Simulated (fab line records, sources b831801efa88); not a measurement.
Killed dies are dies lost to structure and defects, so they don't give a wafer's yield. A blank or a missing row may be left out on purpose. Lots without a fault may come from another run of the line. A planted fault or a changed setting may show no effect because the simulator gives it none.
Which tool did it? | flow gf180mcu | 24 lots, 72 wafers sampled, at 6 steps of a route of 602

WHAT THE GAUGES READ, wafer by wafer
GF_V2_CD_MEAS_14: target cd 260 nm. Usual: cd_nm 259.9 nm, standard deviation 1.4.
lot  | measured     | on        | cd_nm (nm)        | flag
L074 | day 20 06:20 | cd_sem-02 | 257.6 257.9 257.7 |
L075 | day 20 16:06 | cd_sem-02 | 259.3 259.2 258.4 |
L076 | day 20 21:15 | cd_sem-01 | 259.2 259.0 258.3 |
L077 | day 21 10:15 | cd_sem-02 | 258.6 257.5 258.1 |
L078 | day 21 15:01 | cd_sem-01 | 261.0 263.2 263.3 |
L079 | day 22 02:28 | cd_sem-01 | 260.5 260.3 260.7 |
L080 | day 22 16:55 | cd_sem-02 | 259.6 260.2 260.0 |
L081 | day 22 20:19 | cd_sem-01 | 258.6 259.5 260.3 |
L082 | day 23 06:49 | cd_sem-01 | 256.9 256.8 258.0 |
L083 | day 23 12:40 | cd_sem-01 | 260.4 260.2 260.7 |
L084 | day 24 00:58 | cd_sem-01 | 259.8 258.9 259.8 |
L085 | day 24 06:54 | cd_sem-01 | 261.3 261.4 261.1 |
L086 | day 24 19:19 | cd_sem-01 | 260.7 261.8 258.5 |
L087 | day 25 08:35 | cd_sem-01 | 260.9 259.9 260.5 |
L088 | day 25 18:07 | cd_sem-02 | 260.8 261.1 259.6 |
L089 | day 25 22:37 | cd_sem-01 | 258.3 260.2 258.5 |
L090 | day 26 03:31 | cd_sem-02 | 261.4 262.1 263.6 |
L091 | day 26 07:40 | cd_sem-02 | 260.9 258.7 259.7 |
L092 | day 26 19:43 | cd_sem-01 | 260.7 261.4 260.3 |
L093 | day 26 23:37 | cd_sem-01 | 259.0 258.8 259.3 |
L094 | day 27 06:25 | cd_sem-01 | 258.4 258.0 258.6 |
L095 | day 27 11:05 | cd_sem-01 | 258.0 258.5 258.1 |
L096 | day 27 12:36 | cd_sem-01 | 262.3 261.4 261.9 |
L097 | day 27 23:26 | cd_sem-01 | 260.3 261.3 261.2 |

GF_TOP_METAL_THK_MEAS_06: measures by xrf. Usual: TOP_METAL_ALCU_THK 891 nm, standard deviation 7.9.
lot  | measured     | on            | TOP_METAL_ALCU_THK (nm) | flag
L074 | day 27 07:43 | film_metro-02 | 888 885 884             |
L075 | day 27 15:49 | film_metro-02 | 893 892 886             |
L076 | day 27 18:44 | film_metro-02 | 879 884 881             |
L077 | day 28 05:44 | film_metro-04 | 889 890 886             |
L078 | day 28 11:04 | film_metro-04 | 884 896 889             |
L079 | day 28 20:07 | film_metro-02 | 889 890 884             |
L080 | day 29 08:32 | film_metro-02 | 898 893 896             |
L081 | day 29 11:37 | film_metro-03 | 884 886 894             |
L082 | day 29 19:44 | film_metro-02 | 895 892 890             |
L083 | day 30 00:56 | film_metro-02 | 890 894 893             |
L084 | day 30 10:49 | film_metro-02 | 885 884 882             |
L085 | day 30 16:12 | film_metro-03 | 900 892 894             |
L086 | day 31 01:44 | film_metro-02 | 880 888 884             |
L087 | day 31 13:10 | film_metro-02 | 894 889 893             |
L088 | day 31 20:55 | film_metro-04 | 884 884 889             |
L089 | day 32 00:14 | film_metro-02 | 883 889 886             |
L090 | day 32 05:49 | film_metro-03 | 895 894 894             |
L091 | day 32 07:44 | film_metro-04 | 901 898 897             |
L092 | day 32 16:23 | film_metro-02 | 895 888 892             |
L093 | day 32 20:22 | film_metro-03 | 914 896 909             |
L094 | day 33 03:22 | film_metro-02 | 899 895 896             |
L095 | day 33 06:22 | film_metro-03 | 901 898 901             |
L096 | day 33 07:01 | film_metro-03 | 909 895 902             |
L097 | day 33 14:07 | film_metro-02 | 899 897 901             |

WHICH TOOL RAN EACH LOT (tool, then ch and the chambers of the sampled wafers, then the start)
lot  | GF_V3_CVD_02                    | GF_V4_ETCH_16                      | GF_MIM_SPUTTER_04            | GF_V5_CMP_04
L074 | pecvd-03 ch 0,1, day 21 09:01   | rie_diel-01 ch 2,3, day 24 10:36   | pvd_sputter-02, day 24 12:08 | cmp-02 ch 0,2,3, day 26 08:56
L075 | pecvd-01 ch 0,1,2, day 21 18:52 | rie_diel-03 ch 0,1,3, day 24 18:46 | pvd_sputter-02, day 24 20:19 | cmp-01 ch 0,1,2, day 26 17:08
L076 | pecvd-04 ch 0,1,2, day 21 23:47 | rie_diel-01 ch 0,2,3, day 24 23:09 | pvd_sputter-03, day 25 00:46 | cmp-02 ch 0,1,2, day 26 20:13
L077 | pecvd-01 ch 0,1, day 22 12:49   | rie_diel-01 ch 1,3, day 25 10:36   | pvd_sputter-04, day 25 12:09 | cmp-02 ch 2,3, day 27 07:25
L078 | pecvd-03 ch 0,1,2, day 22 16:56 | rie_diel-02 ch 1,3, day 25 16:06   | pvd_sputter-03, day 25 17:41 | cmp-02 ch 1,2, day 27 12:44
L079 | pecvd-04 ch 2, day 23 04:29     | rie_diel-02 ch 0,1,3, day 26 02:24 | pvd_sputter-02, day 26 03:59 | cmp-01 ch 0,2,3, day 27 22:46
L080 | pecvd-01 ch 1,2, day 23 18:35   | rie_diel-01 ch 0,3, day 26 15:36   | pvd_sputter-04, day 26 17:09 | cmp-01 ch 1,2,3, day 28 10:43
L081 | pecvd-01 ch 0,1, day 23 22:32   | rie_diel-01 ch 1,2,3, day 26 19:06 | pvd_sputter-02, day 26 20:41 | cmp-02 ch 0,1,2, day 28 13:49
L082 | pecvd-04 ch 0,1,2, day 24 07:44 | rie_diel-03 ch 1,2,3, day 27 03:12 | pvd_sputter-04, day 27 04:46 | cmp-02 ch 0,1,3, day 28 22:22
L083 | pecvd-03 ch 0,1, day 24 14:08   | rie_diel-01 ch 1,2, day 27 09:46   | pvd_sputter-04, day 27 11:19 | cmp-02 ch 0,1,2, day 29 04:29
L084 | pecvd-04 ch 0,1,2, day 25 01:34 | rie_diel-02 ch 0,3, day 27 20:22   | pvd_sputter-02, day 27 21:56 | cmp-02 ch 0,1, day 29 14:11
L085 | pecvd-01 ch 1,2, day 25 07:41   | rie_diel-01 ch 1,2,3, day 28 01:58 | pvd_sputter-03, day 28 03:33 | cmp-02 ch 1,3, day 29 19:22
L086 | pecvd-04 ch 0,2, day 25 20:14   | rie_diel-01 ch 1,3, day 28 13:09   | pvd_sputter-04, day 28 14:41 | cmp-02 ch 1,3, day 30 05:20
L087 | pecvd-03 ch 0,2, day 26 07:56   | rie_diel-03 ch 0,2, day 29 00:22   | pvd_sputter-02, day 29 01:56 | cmp-02 ch 0,3, day 30 17:10
L088 | pecvd-01 ch 0,2, day 26 17:47   | rie_diel-03 ch 0,1, day 29 10:14   | pvd_sputter-03, day 29 11:47 | cmp-01 ch 0,1, day 31 01:25
L089 | pecvd-03 ch 0,1, day 26 22:31   | rie_diel-02 ch 1,2,3, day 29 12:46 | pvd_sputter-04, day 29 14:22 | cmp-02 ch 0,2,3, day 31 04:52
L090 | pecvd-01 ch 0,1, day 27 02:54   | rie_diel-01 ch 1,2, day 29 17:31   | pvd_sputter-04, day 29 19:07 | cmp-02 ch 0,2,3, day 31 09:47
L091 | pecvd-03 ch 1,2, day 27 06:20   | rie_diel-02 ch 0,1,3, day 29 20:55 | pvd_sputter-02, day 29 22:29 | cmp-02 ch 0,1,3, day 31 12:06
L092 | pecvd-04 ch 1,2, day 27 18:17   | rie_diel-03 ch 0,3, day 30 07:13   | pvd_sputter-04, day 30 08:50 | cmp-02 ch 1,2,3, day 31 21:52
L093 | pecvd-01 ch 0,2, day 27 22:15   | rie_diel-01 ch 1,2,3, day 30 10:12 | pvd_sputter-03, day 30 11:48 | cmp-02 ch 1,2,3, day 32 01:16
L094 | pecvd-03 ch 1,2, day 28 05:50   | rie_diel-02 ch 0,1, day 30 17:18   | pvd_sputter-04, day 30 18:57 | cmp-02 ch 1,2,3, day 32 07:41
L095 | pecvd-04 ch 1,2, day 28 10:13   | rie_diel-02 ch 0,1,3, day 30 21:40 | pvd_sputter-02, day 30 23:19 | cmp-01 ch 0,2,3, day 32 11:03
L096 | pecvd-03 ch 0,1,2, day 28 10:45 | rie_diel-01 ch 1,2, day 30 22:39   | pvd_sputter-02, day 31 00:11 | cmp-01 ch 1,3, day 32 11:32
L097 | pecvd-04 ch 0,1,2, day 28 21:03 | rie_diel-02 ch 1,2,3, day 31 08:18 | pvd_sputter-04, day 31 09:55 | cmp-01 ch 0,1,3, day 32 20:27
- GF_V3_CVD_02: deposits SiO2 from TEOS, target thk 850 nm, time 94.851 s.
- GF_V4_ETCH_16: etches BARC in N2/H2.
- GF_MIM_SPUTTER_04: material TiN, target thk 50 nm, time 41.7 s.
- GF_V5_CMP_04: polishes SiO2.

WHAT THE TOOLS THEMSELVES READ (means of the sampled wafers that have a number; where no wafer has one, the mark that the record gives instead)
GF_V3_CVD_02. Usual: heater_power_w 665 W, standard deviation 110.
lot  | tool     | heater_power_w (W) | flag
L074 | pecvd-03 | 625                |
L075 | pecvd-01 | 632                |
L076 | pecvd-04 | 672                |
L077 | pecvd-01 | 670                |
L078 | pecvd-03 | 770                |
L079 | pecvd-04 | 696                |
L080 | pecvd-01 | 696                |
L081 | pecvd-01 | 613                |
L082 | pecvd-04 | 694                |
L083 | pecvd-03 | 655                |
L084 | pecvd-04 | 689                |
L085 | pecvd-01 | 681                |
L086 | pecvd-04 | 669                |
L087 | pecvd-03 | 775                |
L088 | pecvd-01 | 546                |
L089 | pecvd-03 | 696                |
L090 | pecvd-01 | 535                |
L091 | pecvd-03 | 744                |
L092 | pecvd-04 | 682                |
L093 | pecvd-01 | 588                |
L094 | pecvd-03 | 723                |
L095 | pecvd-04 | 740                |
L096 | pecvd-03 | 741                |
L097 | pecvd-04 | 683                |

GF_V4_ETCH_16. Usual: chamber_pressure_mTorr 30.001 mTorr, standard deviation 0.027; drypump_motor_current_A 5.7 A, standard deviation 0.64; oes_product_au 0.854 a.u., standard deviation 0.0048; throttle_valve_pct 13.225 %, standard deviation 0.0087.
lot  | tool        | chamber_pressure_mTorr (mTorr) | drypump_motor_current_A (A) | oes_product_au (a.u.) | throttle_valve_pct (%) | flag
L074 | rie_diel-01 | 30.003                         | 4.9                         | 0.852                 | 13.226                 |
L075 | rie_diel-03 | 30.000                         | 5.8                         | 0.845                 | 13.226                 |
L076 | rie_diel-01 | 29.983                         | 5.1                         | 0.857                 | 13.229                 |
L077 | rie_diel-01 | 30.013                         | 5.0                         | 0.858                 | 13.220                 |
L078 | rie_diel-02 | 29.972                         | 6.5                         | 0.853                 | 13.226                 |
L079 | rie_diel-02 | 29.995                         | 6.5                         | 0.856                 | 13.227                 |
L080 | rie_diel-01 | 29.995                         | 5.2                         | 0.857                 | 13.226                 |
L081 | rie_diel-01 | 29.990                         | 4.9                         | 0.856                 | 13.233                 |
L082 | rie_diel-03 | 30.005                         | 5.8                         | 0.854                 | 13.231                 |
L083 | rie_diel-01 | 30.000                         | 4.9                         | 0.859                 | 13.224                 |
L084 | rie_diel-02 | 29.993                         | 6.5                         | 0.854                 | 13.225                 |
L085 | rie_diel-01 | 29.988                         | 5.0                         | 0.855                 | 13.226                 |
L086 | rie_diel-01 | 29.986                         | 5.0                         | 0.859                 | 13.218                 |
L087 | rie_diel-03 | 30.027                         | 5.4                         | 0.853                 | 13.221                 |
L088 | rie_diel-03 | 30.004                         | 5.7                         | 0.847                 | 13.216                 |
L089 | rie_diel-02 | 30.013                         | 6.3                         | 0.858                 | 13.227                 |
L090 | rie_diel-01 | 30.027                         | 4.9                         | 0.853                 | 13.221                 |
L091 | rie_diel-02 | 30.005                         | 6.5                         | 0.850                 | 13.223                 |
L092 | rie_diel-03 | 29.997                         | 5.6                         | 0.852                 | 13.219                 |
L093 | rie_diel-01 | 30.017                         | 5.0                         | 0.854                 | 13.228                 |
L094 | rie_diel-02 | 30.028                         | 6.5                         | 0.854                 | 13.232                 |
L095 | rie_diel-02 | 29.991                         | 6.5                         | 0.856                 | 13.228                 |
L096 | rie_diel-01 | 29.986                         | 4.9                         | 0.853                 | 13.229                 |
L097 | rie_diel-02 | 30.015                         | 6.3                         | 0.851                 | 13.229                 |

GF_MIM_SPUTTER_04. Usual: throttle_valve_pct 30.3 %, standard deviation 0.86.
lot  | tool           | throttle_valve_pct (%) | flag
L074 | pvd_sputter-02 | 30.7                   |
L075 | pvd_sputter-02 | 30.2                   |
L076 | pvd_sputter-03 | 30.5                   |
L077 | pvd_sputter-04 | 30.2                   |
L078 | pvd_sputter-03 | 30.5                   |
L079 | pvd_sputter-02 | 31.5                   |
L080 | pvd_sputter-04 | 29.2                   |
L081 | pvd_sputter-02 | 30.2                   |
L082 | pvd_sputter-04 | 30.0                   |
L083 | pvd_sputter-04 | 29.6                   |
L084 | pvd_sputter-02 | 31.0                   |
L085 | pvd_sputter-03 | 30.6                   |
L086 | pvd_sputter-04 | 29.5                   |
L087 | pvd_sputter-02 | 31.2                   |
L088 | pvd_sputter-03 | 30.5                   |
L089 | pvd_sputter-04 | 29.1                   |
L090 | pvd_sputter-04 | 29.9                   |
L091 | pvd_sputter-02 | 30.1                   |
L092 | pvd_sputter-04 | 29.7                   |
L093 | pvd_sputter-03 | 30.6                   |
L094 | pvd_sputter-04 | 29.7                   |
L095 | pvd_sputter-02 | 30.6                   |
L096 | pvd_sputter-02 | 30.9                   |
L097 | pvd_sputter-04 | 29.4                   |

GF_V5_CMP_04. Usual: motor_current_A 11.9 A, standard deviation 0.9; slurry_filter_dp_kPa 13.48 kPa, standard deviation 0.13; slurry_flow_ml_min 149.9, standard deviation 0.49.
lot  | tool   | motor_current_A (A) | slurry_filter_dp_kPa (kPa) | slurry_flow_ml_min | flag
L074 | cmp-02 | 11.8                | 13.52                      | 150.0              |
L075 | cmp-01 | 11.5                | 13.55                      | 150.0              |
L076 | cmp-02 | 12.5                | 13.38                      | 150.5              |
L077 | cmp-02 | 11.9                | 13.45                      | 150.3              |
L078 | cmp-02 | 12.1                | 13.39                      | 150.0              |
L079 | cmp-01 | 11.8                | 13.48                      | 149.8              |
L080 | cmp-01 | 11.7                | 13.47                      | 150.0              |
L081 | cmp-02 | 12.6                | 13.41                      | 150.4              |
L082 | cmp-02 | 12.2                | 13.32                      | 150.2              |
L083 | cmp-02 | 12.6                | 13.46                      | 149.8              |
L084 | cmp-02 | 12.6                | 13.45                      | 149.5              |
L085 | cmp-02 | 12.1                | 13.38                      | 149.8              |
L086 | cmp-02 | 11.6                | 13.53                      | 150.1              |
L087 | cmp-02 | 12.0                | 13.53                      | 149.6              |
L088 | cmp-01 | 11.5                | 13.44                      | 149.8              |
L089 | cmp-02 | 11.9                | 13.48                      | 149.5              |
L090 | cmp-02 | 11.9                | 13.45                      | 149.9              |
L091 | cmp-02 | 12.0                | 13.52                      | 149.7              |
L092 | cmp-02 | 12.0                | 13.61                      | 149.9              |
L093 | cmp-02 | 11.6                | 13.49                      | 149.8              |
L094 | cmp-02 | 11.8                | 13.42                      | 149.6              |
L095 | cmp-01 | 11.7                | 13.55                      | 149.9              |
L096 | cmp-01 | 11.6                | 13.51                      | 150.3              |
L097 | cmp-01 | 11.5                | 13.61                      | 149.6              |

THE ANSWER, worked out from the rows above alone
Rule: a lot is off if the mean of its wafers that have a number lies more than 3 standard deviations from the usual mean. A lot without any number at a reading at which 4 lots or more have one is off too. The other lots that the step has rows for count as sound. The gauges are gone through in route order, then the tools' own readings, and for those a lot's mean is taken as printed above. The first step at which some lot is off is used, and at that step the reading that is off furthest; a lot without a number counts as furthest.
No lot is off at any reading shown: from this, nothing can be told.

WHAT THE SIMULATOR HAD PUT IN
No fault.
